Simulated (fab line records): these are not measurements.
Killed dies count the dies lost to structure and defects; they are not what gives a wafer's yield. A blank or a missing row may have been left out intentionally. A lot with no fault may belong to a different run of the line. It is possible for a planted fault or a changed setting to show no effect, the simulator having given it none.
fab line records | flow sky130
record: lots: 5 | wafers: 15 | last_day: 51
route steps=708 shown GATE_OXIDE@192 POLY_GATE@204 RES_PROTECT@206 PAD_OPEN@708
lots that met no fault: taken from a fault-free run of the same line
start_h: the number of hours between the record's first day and the start of the first shown wafer of the lot | wait_h: hours since the lot's step before | " as in the row above | L1.1+2: a single row standing in for several wafers | - either no value or no given start | * or withheld: withheld | < > ~ a bound
route shown NAME@n: a module of which the file shows steps, and the number in the route of the first | usual: average and standard deviation across the fault-free wafers | same: alike in all rows | chamber/n: place in a boat | sites: the reading at each site | _std_site: the standard deviation of these | _edge_site: inner sites' mean taken away from outer sites' mean | radius_mm: how far each site lies from the wafer's centre | mask NAME#n: copy n | behind: the most recent tool/chamber to have shaped the wafer | hold: the reason the lot was held/the length of the hold in hours/how it ended | device: which transistor (n, p or np) failed to switch | end of line: the same wafers' tests at the end of the route | where a step has no rows: the recipe by itself | killed: at the first sort, the dies lost to defects and structure; wafer yield is something else | map: dies across one wafer; x = killed, . = not, _ = none there
set.NAME: the setting as run; set.NAME@STEP: as run at that earlier step | model.NAME: the simulator's own value behind a step, which no gauge read
lots at some steps of the route; a table a step, a row a wafer
services: a tool's chamber out of use, with start hour (start_h, from the record's first day; less than 0 if before it), hours out, and reason
== steps ==
step: SKY_GATE_OXIDE_COAT_05
recipe: resist: NOVOLAK | spin_rpm: 3000 | resist_thk_nm: 1140
step: SKY_GATE_OXIDE_SOFTBAKE_06
recipe: temp_c: 90 | time_s: 60 | resist: NOVOLAK
step: SKY_GATE_OXIDE_EXPOSE_07
recipe: mask_id: LVOM | na: 0.6 | source_shape: conventional | sigma_outer: 0.6 | polarization: unpolarized | target_cd_nm: 600 | dose_mj: 173.8
step: SKY_GATE_OXIDE_PEB_08
recipe: temp_c: withheld | time_s: * | resist: NOVOLAK
step: SKY_GATE_OXIDE_DEVELOP_09
recipe: resist: NOVOLAK | developer: TMAH | develop_time_s: 60 | dev_temp_c: 23
step: SKY_GATE_OXIDE_IMPLANT_11
recipe: species: B | energy_kev: 10 | dose_cm2: 2.6e+12 | tilt_deg: withheld
step: SKY_GATE_OXIDE_WET_ETCH_12
recipe: chemistry: dHF | target_depth_nm: 16.8 | dry: n2_spin | target: SiO2 | dilution: 100:1 | temp_c: 25 | time_s: 336
step: SKY_GATE_OXIDE_STRIP_13
recipe: chemistry: O2/N2 | power_w: 1400 | pressure_mtorr: 1500 | platen_temp_c: withheld | o2_flow_sccm: 3000 | n2_flow_sccm: 300 | overash_fraction: 0.5
step: SKY_GATE_OXIDE_CLEAN_15
recipe: chemistry: SC1/SC2 | mix: 1:4:20 | temp_c: 70 | time_s: 150 | dry: n2_spin
step: SKY_GATE_OXIDE_OXIDATION_16
recipe: temp_c: 800 | ambient: O2 | idle_temp_c: 700 | ramp_up_c_per_min: 10 | ramp_down_c_per_min: 3 | stabilise_s: 600 | purge_s: 300 | target_thk_a: 35.7 | ox_time_s: 1915
step: SKY_POLY_GATE_CVD_00
recipe: material: poly-Si | target_thk_nm: 180 | temp_c: 620 | time_s: 720 | pressure_mtorr: 200
usual: pressure_mtorr: 200.0/0.39
lot.wafer | tool     | chamber | start_h | wait_h | pressure_mtorr | model.poly-Si_of_POLY_GATE_CVD_00.thk_nm
L637.1    | lpcvd-01 | 0       | 357.13  | 0.0    | 199.9          | 180.1
L637.2    | "        | 0       | "       | "      | 200.4          | 178.7
L637.4    | "        | 0       | "       | "      | 199.8          | 179.3
L644.1    | lpcvd-01 | 0       | 418.54  | 0.0    | 240.6          | 199.1
L644.2    | "        | 0       | "       | "      | 239.7          | 197.2
L644.5    | "        | 0       | "       | "      | 240.1          | 196.8
L645.2    | lpcvd-01 | 0       | 425.39  | 0.0    | 239.3          | 202.3
L645.4    | "        | 0       | "       | "      | 239.4          | 202.4
L645.5    | "        | 0       | "       | "      | 239.6          | 201.1
L646.1    | lpcvd-01 | 0       | 436.06  | 0.0    | 240.0          | 198.5
L646.4    | "        | 0       | "       | "      | 239.4          | 198.5
L646.6    | "        | 0       | "       | "      | 239.6          | 198.6
L654.3    | lpcvd-01 | 1       | 530.84  | 0.1    | 199.0          | 181.6
L654.5    | "        | 1       | "       | "      | 199.7          | 181
L654.6    | "        | 1       | "       | "      | 200.0          | 181.9
step: SKY_POLY_GATE_THK_MEAS_01
recipe: reads: poly-Si_of_POLY_GATE_CVD_00
usual: POLY_GATE_CVD_00_THK: 181.9/1.9
lot.wafer | tool          | chamber | start_h | wait_h | POLY_GATE_CVD_00_THK[nm]
L637.1    | film_metro-01 | -       | 358.33  | 0.0    | 180.1
L637.2    | "             | -       | "       | "      | 178.6
L637.4    | "             | -       | "       | "      | 179.1
L644.1    | film_metro-02 | -       | 419.74  | 0.0    | 199.2
L644.2    | "             | -       | "       | "      | 197.1
L644.5    | "             | -       | "       | "      | 197.0
L645.2    | film_metro-02 | -       | 426.60  | 0.0    | 202.3
L645.4    | "             | -       | "       | "      | 202.3
L645.5    | "             | -       | "       | "      | 201.1
L646.1    | film_metro-01 | -       | 437.26  | 0.0    | 198.6
L646.4    | "             | -       | "       | "      | 198.6
L646.6    | "             | -       | "       | "      | 198.6
L654.3    | film_metro-04 | -       | 532.66  | 0.0    | 181.6
L654.5    | "             | -       | "       | "      | 181.1
L654.6    | "             | -       | "       | "      | 182.0
step: SKY_RES_PROTECT_DEHYDRATE_00
recipe: temp_c: 200 | time_s: 60
step: SKY_RES_PROTECT_HMDS_01
recipe: prime_time_s: 60 | prime_temp_c: 120
step: SKY_RES_PROTECT_COAT_02
recipe: resist: NOVOLAK | spin_rpm: 3000 | resist_thk_nm: 1140
step: SKY_RES_PROTECT_SOFTBAKE_03
recipe: temp_c: 90 | time_s: 60 | resist: NOVOLAK
step: SKY_RES_PROTECT_EXPOSE_04
recipe: mask_id: RPM | na: 0.6 | source_shape: conventional | sigma_outer: 0.6 | polarization: unpolarized | target_cd_nm: 1270 | dose_mj: 131
step: SKY_RES_PROTECT_PEB_05
recipe: temp_c: withheld | time_s: * | resist: NOVOLAK
step: SKY_RES_PROTECT_DEVELOP_06
recipe: resist: NOVOLAK | developer: TMAH | develop_time_s: 60 | dev_temp_c: 23
step: SKY_POLY_GATE_IMPLANT_02
recipe: species: P | energy_kev: 30 | dose_cm2: 7.7e+15 | tilt_deg: 0
step: SKY_RES_PROTECT_STRIP_07
recipe: chemistry: O2/N2 | power_w: 1400 | pressure_mtorr: 1500 | platen_temp_c: withheld | o2_flow_sccm: 3000 | n2_flow_sccm: 300 | overash_fraction: 0.5
step: SKY_RES_PROTECT_CLEAN_09
recipe: chemistry: SC1/SC2 | mix: 1:4:20 | temp_c: 70 | time_s: 150 | dry: n2_spin
usual: temp_c: 70.01/0.11
lot.wafer | tool         | chamber | start_h | wait_h | temp_c | model.poly-Si_of_POLY_GATE_CVD_00.thk_nm
L637.1    | wet_bench-02 | 0       | 386.23  | 0.1    | 69.74  | 179.5
L637.2    | "            | 0       | "       | "      | 70.03  | 178.1
L637.4    | "            | 0       | "       | "      | 70.00  | 178.6
L644.1    | wet_bench-02 | 2       | 451.37  | 0.1    | 69.90  | 198.5
L644.2    | "            | 2       | "       | "      | 69.90  | 196.5
L644.5    | "            | 2       | "       | "      | 69.83  | 196.2
L645.2    | wet_bench-01 | 1       | 457.12  | 0.0    | 70.06  | 201.7
L645.4    | "            | 1       | "       | "      | 70.15  | 201.7
L645.5    | "            | 1       | "       | "      | 70.26  | 200.4
L646.1    | wet_bench-02 | 1       | 468.37  | 0.1    | 69.84  | 197.9
L646.4    | "            | 1       | "       | "      | 70.05  | 197.9
L646.6    | "            | 1       | "       | "      | 69.96  | 197.9
L654.3    | wet_bench-02 | 2       | 561.87  | 0.0    | 69.98  | 180.9
L654.5    | "            | 2       | "       | "      | 70.01  | 180.4
L654.6    | "            | 2       | "       | "      | 70.10  | 181.3
step: SKY_POLY_GATE_CVD_03
recipe: material: Si3N4 | precursor: DCS/NH3 | target_thk_nm: 75 | temp_c: 770 | time_s: 1290 | pressure_mtorr: 250
step: SKY_POLY_GATE_DEHYDRATE_05
recipe: temp_c: 200 | time_s: 60
step: SKY_POLY_GATE_HMDS_06
recipe: prime_time_s: 60 | prime_temp_c: 120
step: SKY_POLY_GATE_COAT_07
recipe: resist: BARC | temp_c: withheld | time_s: withheld | spin_rpm: 3000 | resist_thk_nm: 110
step: SKY_POLY_GATE_COAT_08
recipe: resist: KrF-thick | spin_rpm: 3000 | resist_thk_nm: 450
step: SKY_POLY_GATE_SOFTBAKE_09
recipe: temp_c: 100 | time_s: 90 | resist: KrF-thick
step: SKY_POLY_GATE_EXPOSE_10
recipe: mask_id: P1M | na: 0.68 | source_shape: conventional | sigma_outer: 0.6 | target_cd_nm: 150 | dose_mj: 28
step: SKY_POLY_GATE_PEB_11
recipe: peb_temp_c: withheld | peb_time_s: withheld | resist: KrF-thick
step: SKY_POLY_GATE_DEVELOP_12
recipe: develop_time_s: 60 | resist: KrF-thick | dev_temp_c: 21
step: SKY_POLY_GATE_ETCH_15
recipe: chemistry: N2/H2 | target: BARC | ion_energy_ev: 200 | source_w: 500 | bias_w: 100 | pressure_mtorr: 30 | n2_flow_sccm: 100 | h2_flow_sccm: 200 | stop_on: SiO2 | time_s: 118.5 | target_depth_a: 1100
step: SKY_POLY_GATE_ETCH_16
recipe: stop_on: poly-Si | chemistry: CH3F/O2 | target: Si3N4 | source_w: 400 | bias_w: 80 | pressure_mtorr: 25 | ch3f_flow_sccm: 40 | O2_flow_sccm: 30 | time_s: 147.5 | target_depth_a: 750
step: SKY_POLY_GATE_ETCH_17
recipe: target_depth_nm: 180 | stop_on: SiO2 | over_etch_frac: 0.5808 | chemistry: HBr/Cl2 | target: poly-Si | icp_w: 400 | bias_w: 100 | pressure_mtorr: 10 | HBr_flow_sccm: 150 | Cl2_flow_sccm: 50 | time_s: 70.5
usual: chamber_pressure_mTorr: 10.000/0.0089 | drypump_motor_current_A: 5.7/0.39 | oes_product_au: 0.987/0.0067 | throttle_valve_pct: 33.686/0.0087
lot.wafer | tool      | chamber | start_h | wait_h | chamber_pressure_mTorr | drypump_motor_current_A | oes_product_au | rf_hours_counter_h | throttle_valve_pct | model.etch.depth_nm | model.POLY_GATE.feature_depth_nm
L637.1    | rie_si-01 | 1       | 417.34  | 0.0    | 10.001                 | 5.0                     | 0.985          | 56                 | 33.689             | 179.5               | 179.5
L637.2    | "         | 3       | "       | "      | 10.007                 | 6.1                     | 0.976          | 73                 | 33.685             | 178.1               | 178.1
L637.4    | "         | 0       | "       | "      | 9.989                  | 5.4                     | 0.990          | 13                 | 33.686             | 178.6               | 178.7
L644.1    | rie_si-01 | 0       | 484.20  | 0.0    | 9.997                  | 5.4                     | 1.012          | 13                 | 33.683             | 183.8               | 183.8
L644.2    | "         | 3       | "       | "      | 9.995                  | 6.1                     | 1.013          | 0                  | 33.688             | 184.7               | 184.7
L644.5    | "         | 1       | "       | "      | 10.007                 | 5.0                     | 1.007          | -                  | 33.668             | 182.6               | 182.6
L645.2    | rie_si-02 | 2       | 490.80  | 0.0    | 10.015                 | 6.1                     | 1.008          | 3                  | 33.695             | 183.8               | 183.8
L645.4    | "         | 0       | "       | "      | 10.009                 | 6.1                     | 0.998          | 3                  | 33.684             | 181.5               | 181.5
L645.5    | "         | 0       | "       | "      | 9.998                  | 6.1                     | 1.006          | -                  | 33.691             | 181.3               | 181.3
L646.1    | rie_si-01 | 2       | 501.09  | 0.0    | 10.004                 | 5.8                     | 0.998          | 4                  | 33.682             | 180.6               | 180.6
L646.4    | "         | 3       | "       | "      | 9.991                  | 6.1                     | 1.004          | -                  | 33.684             | 183.1               | 183.1
L646.6    | "         | 2       | "       | "      | 9.983                  | 5.7                     | 0.992          | -                  | 33.682             | 181                 | 181
L654.3    | rie_si-01 | 1       | 594.05  | 0.0    | 9.989                  | 5.0                     | 0.979          | 0                  | 33.685             | 180.1               | 180.1
L654.5    | "         | 0       | "       | "      | 9.994                  | 5.4                     | 0.982          | -                  | 33.693             | 180.4               | 180.4
L654.6    | "         | 3       | "       | "      | 10.002                 | 6.1                     | 0.988          | -                  | 33.687             | 180.7               | 180.7
step: SKY_POLY_GATE_STRIP_18
recipe: chemistry: O2/N2 | power_w: 1400 | pressure_mtorr: 1500 | platen_temp_c: withheld | o2_flow_sccm: 3000 | n2_flow_sccm: 300 | overash_fraction: 0.5
step: SKY_PAD_OPEN_PROBE_99
usual: killed_at_M0_to_M3: 44/6.8 | killed_at_M4_up: 2.9/1.9 | killed_at_contacts: 24/5.2 | killed_at_front_end: 16/4.1 | killed_at_other: 0.4/0.74 | killed_dies: 88/9.1 | killed_open: 48/7.2 | killed_short: 39/5.6
same: gross_dies: 492 | killed_at_back_side: 0
lot.wafer | tool      | chamber | start_h | wait_h | killed_at_M0_to_M3 | killed_at_M4_up | killed_at_contacts | killed_at_front_end | killed_at_other | killed_dies | killed_open | killed_short | model.etest.res_high_po.line_ohm_um | model.etest.res_poly.line_ohm_um | model.etest.licon_high_po.rc_ohm | model.etest.res_high_po.rs_ohm_sq | model.etest.cap_li_to_poly.c_af_um2 | model.etest.res_poly.rs_ohm_sq
L637.1    | prober-02 | -       | 1108.19 | 0.1    | 46                 | 1               | 29                 | 15                  | 0               | 91          | 60          | 30           | 744.4                               | 514.1                            | 346.9                            | 261.4                             | 98.92                               | 48.59
L637.2    | prober-02 | -       | 1108.24 | 0.1    | 39                 | 6               | 36                 | 13                  | 0               | 94          | 53          | 41           | 761.3                               | 524.4                            | 366.2                            | 267.6                             | 97.42                               | 48.91
L637.4    | prober-02 | -       | 1108.34 | 0.2    | 34                 | 5               | 37                 | 18                  | 1               | 95          | 47          | 47           | 761.9                               | 524.5                            | 350.4                            | 263.3                             | 100.5                               | 48.32
L644.1    | prober-01 | -       | 1152.79 | 0.1    | 48                 | 4               | 20                 | 11                  | 0               | 83          | 49          | 34           | 708.5                               | 483.1                            | 366.2                            | 247.8                             | 104.5                               | 45.45
L644.2    | prober-01 | -       | 1152.84 | 0.1    | 42                 | 1               | 20                 | 19                  | 0               | 82          | 50          | 32           | 683.8                               | 460.7                            | 350.2                            | 241.2                             | 106.8                               | 44.89
L644.5    | prober-01 | -       | 1152.99 | 0.2    | 39                 | 5               | 14                 | 21                  | 1               | 80          | 40          | 40           | 731.5                               | 495.6                            | 360.7                            | 253.8                             | 102.5                               | 46.69
L645.2    | prober-02 | -       | 1153.39 | 0.1    | 37                 | 1               | 33                 | 20                  | 0               | 91          | 53          | 37           | 684.8                               | 464.4                            | 364.7                            | 243.5                             | 105.8                               | 44.4
L645.4    | prober-02 | -       | 1153.49 | 0.2    | 43                 | 0               | 20                 | 17                  | 0               | 80          | 55          | 25           | 706.9                               | 480.9                            | 350.6                            | 248.4                             | 104                                 | 45.23
L645.5    | prober-02 | -       | 1153.54 | 0.2    | 43                 | 3               | 29                 | 10                  | 0               | 85          | 47          | 38           | 708.1                               | 485                              | 368.9                            | 244.5                             | 103.3                               | 45.49
L646.1    | prober-01 | -       | 1157.89 | 0.1    | 53                 | 0               | 33                 | 14                  | 1               | 101         | 53          | 48           | 707.5                               | 482.3                            | 363.2                            | 244                               | 101.5                               | 45.24
L646.4    | prober-01 | -       | 1158.04 | 0.2    | 43                 | 2               | 15                 | 17                  | 3               | 80          | 50          | 28           | 703                                 | 494.8                            | 356.6                            | 245                               | 103.3                               | 45.13
L646.6    | prober-01 | -       | 1158.14 | 0.2    | 48                 | 5               | 26                 | 14                  | 0               | 93          | 48          | 45           | 709.2                               | 490.4                            | 376.9                            | 250.2                             | 109                                 | 45.86
L654.3    | prober-01 | -       | 1216.07 | 0.2    | 60                 | 6               | 23                 | 23                  | 0               | 112         | 65          | 47           | 749.1                               | 533                              | 353.1                            | 260.6                             | 97.12                               | 48.72
L654.5    | prober-01 | -       | 1216.17 | 0.2    | 47                 | 4               | 30                 | 11                  | 2               | 94          | 56          | 38           | 747.8                               | 519                              | 368.2                            | 258.8                             | 99.93                               | 48.17
L654.6    | prober-01 | -       | 1216.22 | 0.2    | 37                 | 4               | 23                 | 18                  | 0               | 82          | 44          | 38           | 728.4                               | 495.7                            | 353.9                            | 254.9                             | 97                                  | 47.27
killed by level:class
L637.1 VIA1:geometric_particle:open=14 VIA3:geometric_particle:open=10 CONTACT:geometric_particle:open=8 VIA2:geometric_particle:open=8 CONTACT:geometric_particle:short=7 METAL2:geometric_particle:short=7 LI_CONTACT:geometric_particle:open=6 POLY_GATE:geometric_particle:open=5
L637.2 CONTACT:geometric_particle:open=13 VIA1:geometric_particle:open=10 LI_CONTACT:geometric_particle:open=9 CONTACT:geometric_particle:short=8 VIA2:geometric_particle:open=8 METAL4:geometric_particle:short=5 POLY_GATE:geometric_particle:open=4 POLY_GATE:geometric_particle:short=4
L637.4 LI_CONTACT:geometric_particle:open=10 CONTACT:geometric_particle:open=9 CONTACT:geometric_particle:short=8 VIA3:geometric_particle:open=6 FIELD_ISO:geometric_particle:short=5 VIA2:geometric_particle:short=5 LI_CONTACT:geometric_particle:short=5 METAL4:geometric_particle:short=5
L644.1 VIA1:geometric_particle:open=12 METAL1:geometric_particle:short=9 CONTACT:geometric_particle:open=8 VIA3:geometric_particle:open=8 VIA2:geometric_particle:open=5 FIELD_ISO:geometric_particle:short=4 LI_CONTACT:geometric_particle:open=4 METAL2:geometric_particle:short=4
L644.2 CONTACT:geometric_particle:open=13 POLY_GATE:geometric_particle:open=7 VIA1:geometric_particle:open=7 VIA1:geometric_particle:short=6 METAL1:geometric_particle:short=6 VIA2:geometric_particle:open=6 VIA3:geometric_particle:open=5 FIELD_ISO:geometric_particle:open=4
L644.5 VIA1:geometric_particle:open=13 FIELD_ISO:geometric_particle:short=6 VIA2:geometric_particle:open=6 FIELD_ISO:geometric_particle:open=5 CONTACT:geometric_particle:short=5 VIA3:geometric_particle:open=5 VIA2:geometric_particle:short=4 METAL4:geometric_particle:short=4
L645.2 CONTACT:geometric_particle:open=14 LI_CONTACT:geometric_particle:open=9 FIELD_ISO:geometric_particle:open=8 VIA1:geometric_particle:open=7 METAL1:geometric_particle:short=6 METAL3:geometric_particle:short=5 VIA3:geometric_particle:open=4 LOCAL_INTERCONNECT:geometric_particle:short=4
L645.4 VIA1:geometric_particle:open=18 CONTACT:geometric_particle:open=12 VIA3:geometric_particle:open=9 FIELD_ISO:geometric_particle:open=4 POLY_GATE:geometric_particle:open=4 POLY_GATE:geometric_particle:short=4 METAL1:geometric_particle:short=4 VIA1:geometric_particle:short=4
L645.5 VIA3:geometric_particle:open=12 VIA1:geometric_particle:open=12 CONTACT:geometric_particle:open=8 LI_CONTACT:geometric_particle:open=6 LOCAL_INTERCONNECT:geometric_particle:short=6 METAL1:geometric_particle:short=6 POLY_GATE:geometric_particle:short=5 LI_CONTACT:geometric_particle:short=5
L646.1 VIA1:geometric_particle:open=13 CONTACT:geometric_particle:open=11 METAL1:geometric_particle:short=10 POLY_GATE:geometric_particle:open=7 METAL2:geometric_particle:short=7 VIA2:geometric_particle:short=6 VIA2:geometric_particle:open=6 LOCAL_INTERCONNECT:geometric_particle:short=6
L646.4 VIA2:geometric_particle:open=12 VIA1:geometric_particle:open=8 FIELD_ISO:geometric_particle:short=5 FIELD_ISO:geometric_particle:open=5 VIA2:geometric_particle:short=5 LI_CONTACT:geometric_particle:open=5 CONTACT:geometric_particle:open=5 METAL1:geometric_particle:short=5
L646.6 VIA1:geometric_particle:open=10 METAL1:geometric_particle:short=9 CONTACT:geometric_particle:open=8 VIA3:geometric_particle:open=8 POLY_GATE:geometric_particle:open=6 CONTACT:geometric_particle:short=6 LI_CONTACT:geometric_particle:open=5 FIELD_ISO:geometric_particle:open=4
L654.3 VIA1:geometric_particle:open=17 METAL1:geometric_particle:short=12 LI_CONTACT:geometric_particle:open=9 VIA3:geometric_particle:open=8 VIA2:geometric_particle:open=7 CONTACT:geometric_particle:open=6 FIELD_ISO:geometric_particle:short=5 FIELD_ISO:geometric_particle:open=5
L654.5 VIA1:geometric_particle:open=14 LI_CONTACT:geometric_particle:open=9 CONTACT:geometric_particle:open=9 METAL2:geometric_particle:short=9 VIA2:geometric_particle:open=6 VIA3:geometric_particle:open=6 CONTACT:geometric_particle:short=5 FIELD_ISO:geometric_particle:short=4
L654.6 LI_CONTACT:geometric_particle:open=8 VIA1:geometric_particle:open=8 CONTACT:geometric_particle:short=6 VIA1:geometric_particle:short=5 VIA3:geometric_particle:open=5 CONTACT:geometric_particle:open=4 POLY_GATE:geometric_particle:short=4 METAL3:geometric_particle:short=4
== services ==
tool         | chamber | start_h | hours | kind
rie_si-02    | -       | 350.23  | 5.9   | repair
rie_si-01    | 2       | 351.73  | 13.2  | repair
rie_si-02    | 1       | 352.60  | 2.8   | repair
rie_si-01    | 1       | 358.68  | 7.0   | repair
rie_si-02    | 0       | 367.28  | 9.7   | repair
rie_si-02    | 2       | 386.02  | 12.0  | repair
rie_si-02    | 2       | 399.04  | 17.5  | repair
rie_si-01    | 3       | 421.90  | -     | clean
rie_si-01    | 3       | 421.90  | 17.6  | scheduled_down
rie_si-01    | 3       | 421.90  | 17.6  | vent_cycle
rie_si-02    | 3       | 455.52  | 8.8   | repair
rie_si-01    | 3       | 476.40  | 4.0   | repair
rie_si-01    | 1       | 492.31  | -     | clean
rie_si-01    | 1       | 492.31  | 18.9  | scheduled_down
rie_si-01    | 1       | 492.31  | 18.9  | vent_cycle
wet_bench-01 | -       | 529.64  | 3.1   | repair
wet_bench-02 | -       | 549.24  | 4.4   | pm
lpcvd-01     | -       | 579.86  | 1.9   | repair
rie_si-01    | 3       | 586.24  | 1.9   | repair
== key ==
first_sign: step: SKY_POLY_GATE_CVD_00 | reading: pressure_mtorr | direction: up | sigmas: 99+ | usual: 200.0 | struck: 239.8
effect: step: SKY_POLY_GATE_THK_MEAS_01 | reading: POLY_GATE_CVD_00_THK | direction: up | sigmas: 9.2 | usual: 181.9 | struck: 199.4
effect: step: SKY_POLY_GATE_ETCH_17 | reading: oes_product_au | direction: up | sigmas: 2.5 | usual: 0.987 | struck: 1.004 | wafers_moved: 6
model_effect: step: SKY_POLY_GATE_CVD_00 | value: poly-Si_of_POLY_GATE_CVD_00.thk_nm | without: 182.2 | struck: 199.4
model_effect: step: SKY_RES_PROTECT_CLEAN_09 | value: poly-Si_of_POLY_GATE_CVD_00.thk_nm | without: 181.6 | struck: 198.8
model_effect: step: SKY_POLY_GATE_ETCH_17 | value: etch.depth_nm | without: 180.9 | struck: 182.5
model_effect: step: SKY_PAD_OPEN_PROBE_99 | value: etest.res_high_po.line_ohm_um | without: 738.8 | struck: 704.8
met_at SKY_POLY_GATE_CVD_00
struck_wafers L644.1,L644.2,L644.5,L645.2,L645.4,L645.5,L646.1,L646.4,L646.6
tester_left_out L644,L645,L646
onset_between 357.13 418.54
fault: kind: process_parameter_drift | tool: lpcvd-01 | chamber: 0 | onset_h: 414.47 | steps: SKY_POLY_GATE_CVD_00 | channel: pressure_mtorr | offset: 40 | shape: step | end_h: 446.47 | stated: 200
tester_left_out: of these lots the tester's yield and bins aren't shown, on N5 and GAA mostly nor the transistor test; their killed dies are dies lost to structure and defects alone, not to doping, threshold or leakage, so they don't give the yield
